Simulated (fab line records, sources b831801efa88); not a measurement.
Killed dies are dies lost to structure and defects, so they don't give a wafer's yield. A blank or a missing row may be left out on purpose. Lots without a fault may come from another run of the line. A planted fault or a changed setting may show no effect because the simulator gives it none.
Which tool did it? | flow sky130 | 11 lots, 33 wafers sampled, at 5 steps of a route of 708

WHAT THE GAUGES READ, wafer by wafer
SKY_VIA1_THK_MEAS_23: measures by xrf. Usual: VIA1_W_THK 262 nm, standard deviation 4.5.
lot  | measured     | on            | VIA1_W_THK (nm) | flag
L416 | day 34 01:31 | film_metro-02 | 267 260 258     |
L418 | day 35 01:08 | film_metro-01 | 258 265 269     |
L423 | day 36 13:52 | film_metro-02 | 262 264 263     |
L425 | day 37 05:56 | film_metro-01 | 266 268 266     |
L429 | day 38 16:56 | film_metro-02 | 256 262 259     |
L432 | day 39 23:59 | film_metro-03 | 255 260 258     |
L433 | day 40 01:35 | film_metro-02 | 267 265 269     |
L434 | day 40 06:55 | film_metro-01 | 263 268 261     |
L435 | day 40 09:12 | film_metro-01 | 271 266 268     |
L438 | day 40 22:37 | film_metro-03 | 254 255 256     |
L437 | day 41 01:00 | film_metro-03 | 258 256 261     |

SKY_METAL2_RS_MEAS_05: measures by four-point-probe. Usual: METAL2_ALCU_RS 0.1268 ohm/sq, standard deviation 0.0021.
lot  | measured     | on            | METAL2_ALCU_RS (ohm/sq) | flag
L416 | day 34 02:01 | film_metro-02 | 0.1302 0.1290 0.1276    |
L418 | day 35 01:39 | film_metro-02 | 0.1296 0.1272 0.1294    |
L423 | day 36 14:22 | film_metro-04 | 0.1291 0.1276 0.1280    |
L425 | day 37 06:26 | film_metro-04 | 0.1120 0.1285 0.1283    |
L429 | day 38 17:26 | film_metro-02 | 0.1242 0.1272 0.1270    |
L432 | day 40 00:30 | film_metro-04 | 0.1243 0.1253 0.1246    |
L433 | day 40 02:12 | film_metro-01 | 0.1229 0.1214 0.1228    |
L434 | day 40 07:26 | film_metro-04 | 0.1249 0.1241 0.1255    |
L435 | day 40 09:42 | film_metro-04 | 0.1259 0.1230 0.1248    |
L438 | day 40 23:07 | film_metro-04 | 0.1277 0.1271 0.1258    |
L437 | day 41 01:30 | film_metro-02 | 0.1236 0.1267 0.1230    |

SKY_METAL2_THK_MEAS_06: measures by xrf. Usual: METAL2_ALCU_THK 251 nm, standard deviation 4.4.
lot  | measured     | on            | METAL2_ALCU_THK (nm) | flag
L416 | day 34 02:08 | film_metro-02 | 243 245 249          |
L418 | day 35 01:46 | film_metro-02 | 248 253 249          |
L423 | day 36 14:29 | film_metro-04 | 248 249 248          |
L425 | day 37 06:34 | film_metro-04 | 281 244 246          |
L429 | day 38 17:33 | film_metro-02 | 255 249 251          |
L432 | day 40 00:37 | film_metro-04 | 257 254 256          |
L433 | day 40 02:19 | film_metro-01 | 260 263 261          |
L434 | day 40 07:32 | film_metro-04 | 252 255 251          |
L435 | day 40 09:49 | film_metro-04 | 252 259 255          |
L438 | day 40 23:14 | film_metro-04 | 249 249 252          |
L437 | day 41 01:37 | film_metro-02 | 257 253 260          |

SKY_METAL2_CD_MEAS_15: target cd 140 nm. Usual: cd_nm 140.2 nm, standard deviation 1.6.
lot  | measured     | on        | cd_nm (nm)        | flag
L416 | day 35 04:11 | cd_sem-01 | 141.0 141.2 141.9 |
L418 | day 36 03:58 | cd_sem-01 | 138.6 136.8 141.1 |
L423 | day 37 16:04 | cd_sem-01 | 140.0 139.5 139.0 |
L425 | day 38 08:07 | cd_sem-01 | 137.8 138.5 137.5 |
L429 | day 39 18:31 | cd_sem-02 | 140.3 141.0 138.5 |
L432 | day 41 00:44 | cd_sem-02 | 139.4 139.7 138.8 |
L433 | day 41 02:28 | cd_sem-02 | 140.7 139.9 139.4 |
L434 | day 41 08:12 | cd_sem-02 | 140.6 141.7 141.3 |
L435 | day 41 09:26 | cd_sem-02 | 140.0 139.8 138.5 |
L438 | day 41 23:01 | cd_sem-01 | 142.7 141.7 142.7 |
L437 | day 42 02:10 | cd_sem-02 | 138.7 140.2 139.5 |

WHICH TOOL RAN EACH LOT (tool, then ch and the chambers of the sampled wafers, then the start)
lot  | SKY_METAL2_SPUTTER_02
L416 | pvd_sputter-02, day 34 01:55
L418 | pvd_sputter-02, day 35 01:32
L423 | pvd_sputter-02, day 36 14:16
L425 | pvd_sputter-02, day 37 06:21
L429 | pvd_sputter-03, day 38 17:20
L432 | pvd_sputter-01, day 40 00:23
L433 | pvd_sputter-03, day 40 02:05
L434 | pvd_sputter-01, day 40 07:19
L435 | pvd_sputter-03, day 40 09:37
L438 | pvd_sputter-03, day 40 23:02
L437 | pvd_sputter-03, day 41 01:25
- SKY_METAL2_SPUTTER_02: material AlCu, target thk 250 nm, time 13.3 s.

WHAT THE TOOLS THEMSELVES READ (means of the sampled wafers that have a number; where no wafer has one, the mark that the record gives instead)
SKY_METAL2_SPUTTER_02. Usual: cathode_dc_power_W 10600 W, standard deviation 1.8; throttle_valve_pct 30.6 %, standard deviation 1.3.
lot  | tool           | cathode_dc_power_W (W) | throttle_valve_pct (%) | flag
L416 | pvd_sputter-02 | 10603                  | 31.3                   |
L418 | pvd_sputter-02 | 10600                  | 30.2                   |
L423 | pvd_sputter-02 | 10598                  | 31.6                   |
L425 | pvd_sputter-02 | 10600                  | 31.5                   |
L429 | pvd_sputter-03 | 10602                  | 29.6                   |
L432 | pvd_sputter-01 | 10598                  | 30.7                   |
L433 | pvd_sputter-03 | 10600                  | 30.1                   |
L434 | pvd_sputter-01 | 10601                  | 30.6                   |
L435 | pvd_sputter-03 | 10601                  | 30.5                   |
L438 | pvd_sputter-03 | 10600                  | 29.8                   |
L437 | pvd_sputter-03 | 10600                  | 30.3                   |

THE ANSWER, worked out from the rows above alone
Rule: a lot is off if the mean of its wafers that have a number lies more than 3 standard deviations from the usual mean. A lot without any number at a reading at which 4 lots or more have one is off too. The other lots that the step has rows for count as sound. The gauges are gone through in route order, then the tools' own readings, and for those a lot's mean is taken as printed above. The first step at which some lot is off is used, and at that step the reading that is off furthest; a lot without a number counts as furthest.
No lot is off at any reading shown: from this, nothing can be told.

WHAT THE SIMULATOR HAD PUT IN
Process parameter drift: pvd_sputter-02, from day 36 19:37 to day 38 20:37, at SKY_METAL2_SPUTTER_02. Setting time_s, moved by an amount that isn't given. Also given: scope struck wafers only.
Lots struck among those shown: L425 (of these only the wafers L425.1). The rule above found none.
